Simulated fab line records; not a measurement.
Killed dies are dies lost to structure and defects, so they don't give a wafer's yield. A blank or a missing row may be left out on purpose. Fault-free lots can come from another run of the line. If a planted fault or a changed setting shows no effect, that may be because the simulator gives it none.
Chamber matching	flow gf180mcu	GF_V2_CMP_26 on cmp-01: 4 sister chambers
The step polishes, stops on SiO2, t overpolish 15 s, target thk 0 nm. 18 wafers are shown with their chamber, then 9 later ones without.

EACH WAFER AND ITS CHAMBER
wafer	chamber	motor current A (A)	time to endpoint s (s)	edge zone pressure frac
L612.4	1	11.2	86	1.002
L612.5	1	11.5	88	1.000
L612.6	0	9.7	82	0.990
L613.2	2	11.2	86	1.005
L613.5	2	11.6	86	1.006
L613.6	3	9.9	75	1.000
L615.3	1	10.9	88	1.007
L615.5	0	10.1	81	0.999
L615.6	3	9.7	71	1.003
L622.2	3	9.9	73	1.003
L622.4	2	10.9	87	1.007
L622.6	3	9.7	73	1.004
L623.3	2	11.4	85	1.000
L623.4	3	9.6	80	0.996
L623.5	0	9.8	80	0.992
L624.1	0	10.2	87	0.994
L624.3	2	11.2	87	0.990
L624.4	1	11.1	85	0.993

SIGNATURES, as means of the wafers listed above
reading	chamber 0	chamber 1	chamber 2	chamber 3	scatter within a chamber
motor current A	9.950	11.175	11.260	9.760	0.224
time to endpoint s	82.50	86.75	86.20	74.40	2.47
edge zone pressure frac	0.99375	1.00050	1.00160	1.00120	0.00525
Rule: distance of a wafer from a chamber = root of the sum over the readings of ((wafer's reading minus chamber's mean) / reading's scatter) squared. The wafer belongs to the nearest chamber; if the next one is less than 2 further off, it can't be placed. The scatter is the square root of a quotient: the sum, over the shown wafers, of each reading's squared deviation from its chamber's mean, divided by wafers minus chambers.

WAFERS WHOSE CHAMBER IS MISSING
wafer	motor current A (A)	time to endpoint s (s)	edge zone pressure frac
L625.2	9.6	89	1.007
L625.3	10.8	91	1.007
L625.6	11.2	94	0.998
L629.1	11.5	84	1.002
L629.3	11.1	87	1.003
L629.4	10.0	83	0.997
L631.3	9.6	80	1.003
L631.4	11.3	82	1.000
L631.5	10.9	86	1.002

THE CHAMBER EACH PASSED THROUGH
wafer	from the rows above	in truth
L625.2	0	0
L625.3	can't be placed: 1 or 2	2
L625.6	can't be placed: 1 or 2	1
L629.1	can't be placed: 2 or 1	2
L629.3	can't be placed: 1 or 2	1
L629.4	0	0
L631.3	can't be placed: 3 or 0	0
L631.4	can't be placed: 2 or 1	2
L631.5	can't be placed: 1 or 2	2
Correctly placed: 2 of 9. Can't be placed from these rows: 7 (the true chamber is among the candidates in 7). Placed wrongly: 0.
